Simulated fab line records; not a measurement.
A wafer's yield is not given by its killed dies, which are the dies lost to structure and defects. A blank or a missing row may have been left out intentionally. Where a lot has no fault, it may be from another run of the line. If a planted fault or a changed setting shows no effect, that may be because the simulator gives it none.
Problem report in the 8D (eight disciplines) form, filled by code :: flow sky130 :: the parts of the form that need people (team, actions taken, sign-off) are left out

1. THE PROBLEM
Wafers free of any fault read 15.51 nm (standard deviation 0.19) for CAPM_CVD_00_THK at SKY_CAPM_THK_MEAS_01, against a mean of 14.63 nm on 6 wafers of 2 lots. Relative to the usual mean, that is a shift of -4.6 standard deviations.
Earliest sighting: wafer L706.3 on film metro-03 at day 42 09:58. At this step, 30 wafers from 10 lots have a number in the record. Rule for "out", or "out of limits": more than 4 standard deviations from the usual mean. All remaining wafers that have a number are taken as sound.

2. WHAT THIS IS AND IS NOT
question: which readings at this step
is: CAPM_CVD_00_THK
is not: -

question: which lots
is: L706, L708
is not: L688, L690, L692, L694, L696, L697, L709, L710

question: which wafers of those lots
is: all that have a number
is not: -

question: read on which gauges
is: film metro-03, film metro-04
is not: film metro-02

question: when
is: from day 42 09:58
is not: up to then (18 sound wafers); but 6 sound wafers of L709, L710 came after

3. SUSPECTS, AND WHAT RULES EACH OUT
Counting: any tool at a process step up to the reading is kept as a suspect provided that every lot that is out went through it and no sound lot did after the first of them.
- the gauge at SKY_CAPM_THK_MEAS_01 has been ruled out. Those wafers that are out were read across 2 gauges (film metro-03, film metro-04).
- pecvd-01 at SKY_CAPM_CVD_00 (deposits SiO2, target thk 15.5 nm): kept. Every lot that is out went through it, starting with L706 (day 42 09:55), and after that it ran no sound lot; the last sound lot it ran before then is L694 (day 39 16:16). Out on those wafers are its own readings of rf fwd power W.
Remaining after the count: pecvd-01 at SKY_CAPM_CVD_00.

4. THE CAUSE (what the simulator had put in)
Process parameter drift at SKY_CAPM_CVD_00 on pecvd-01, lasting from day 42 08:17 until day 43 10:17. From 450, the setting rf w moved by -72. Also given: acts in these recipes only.
After counting, this tool was the only one left.

5. THE CHAIN OF EFFECTS, in route order
Each row: a reading where the mean over the struck wafers with a number is more than 3 standard deviations away from the usual. Readings are gone through only where the record gives a usual standard deviation; hours: the median, over the lots, of the time from a lot's start at the first step in this table giving one to that lot's start at this step; sigmas: the change measured in usual standard deviations.
hours: 0
step: SKY_CAPM_CVD_00
reading: rf fwd power W
usual: 442.9 W
on struck wafers: 373.8
change: -69.1
sigmas: -28

hours: 0
step: SKY_CAPM_THK_MEAS_01
reading: CAPM_CVD_00_THK
usual: 15.51 nm
on struck wafers: 14.63
change: -0.88
sigmas: -4.6

hours: 46
step: SKY_METAL3_ETCH_17
reading: oes product au
usual: 0.754 a.u.
on struck wafers: 0.732
change: -0.022
sigmas: -3.4
It contains these process steps:
- SKY_CAPM_CVD_00: deposits SiO2, target thk 15.5 nm.
- SKY_METAL3_ETCH_17: etches SiO2 in C4F8/O2/Ar, stops on TiN, time 3.9 s, target depth 15 nm.
At these later measuring or inspecting steps, every struck wafer for which the step has a row has a number for every such reading, and none has moved that far: SKY_CAPM_OVL_MEAS_12.

6. HOW IT WOULD HAVE BEEN CAUGHT EARLIER
In this record the first reading out of limits at a measuring or inspecting step was taken at day 42 09:58, 2 hours after the fault began at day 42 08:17.
At SKY_CAPM_CVD_00, the tool's own readings (rf fwd power W) were out on each struck wafer the step has a row for, so an alarm limit on them would have fired on the first such wafer.
Among the 2 lots that are out, L708 began SKY_CAPM_CVD_00 on pecvd-01 after day 42 09:58. It would have been spared by a hold on the tool at that moment.
